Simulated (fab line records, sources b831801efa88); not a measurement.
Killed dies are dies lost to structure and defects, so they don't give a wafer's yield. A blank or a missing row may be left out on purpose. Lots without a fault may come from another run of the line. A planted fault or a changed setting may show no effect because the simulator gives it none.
Which tool did it? | flow sky130 | 6 lots, 17 wafers sampled, at 1 step of a route of 708

WHAT THE GAUGES READ, wafer by wafer
SKY_LDD_N_OVL_MEAS_07.
lot  | measured     | on         | LDD_N_OVL (nm)
L350 | day 18 00:44 | overlay-01 | 1.6 -1.5 -0.9
L352 | day 18 20:00 | overlay-02 | -4.3 -1.4 -4.1
L354 | day 19 14:42 | overlay-02 | -0.2 -1.2 -0.3
L356 | day 20 08:37 | overlay-01 | -1.5 -0.8 -1.0
L359 | day 21 08:42 | overlay-01 | 0.7 -0.2 0.3
L369 | day 24 20:52 | overlay-01 | 1.1 2.5

WHICH TOOL RAN EACH LOT (tool, then ch and the chambers of the sampled wafers, then the start)
The record holds no process step before these readings.

THE ANSWER, worked out from the rows above alone
Rule: what is usual is taken from the lots themselves. Put in order of their means at a reading, lots are off if they are a third of the lots or fewer, leave a main group of 4 or more, and stand apart from it by a gap of 3 or more times the standard deviation of the main group's means; of several such gaps the widest counts. A main group whose means are all the same, to the digits that the tables above print for the reading, isn't used. A lot without any number at a reading at which 4 lots or more have one is off too. The other lots that the step has rows for count as sound.
No lot is off at any reading shown: from this, nothing can be told.

WHAT THE SIMULATOR HAD PUT IN
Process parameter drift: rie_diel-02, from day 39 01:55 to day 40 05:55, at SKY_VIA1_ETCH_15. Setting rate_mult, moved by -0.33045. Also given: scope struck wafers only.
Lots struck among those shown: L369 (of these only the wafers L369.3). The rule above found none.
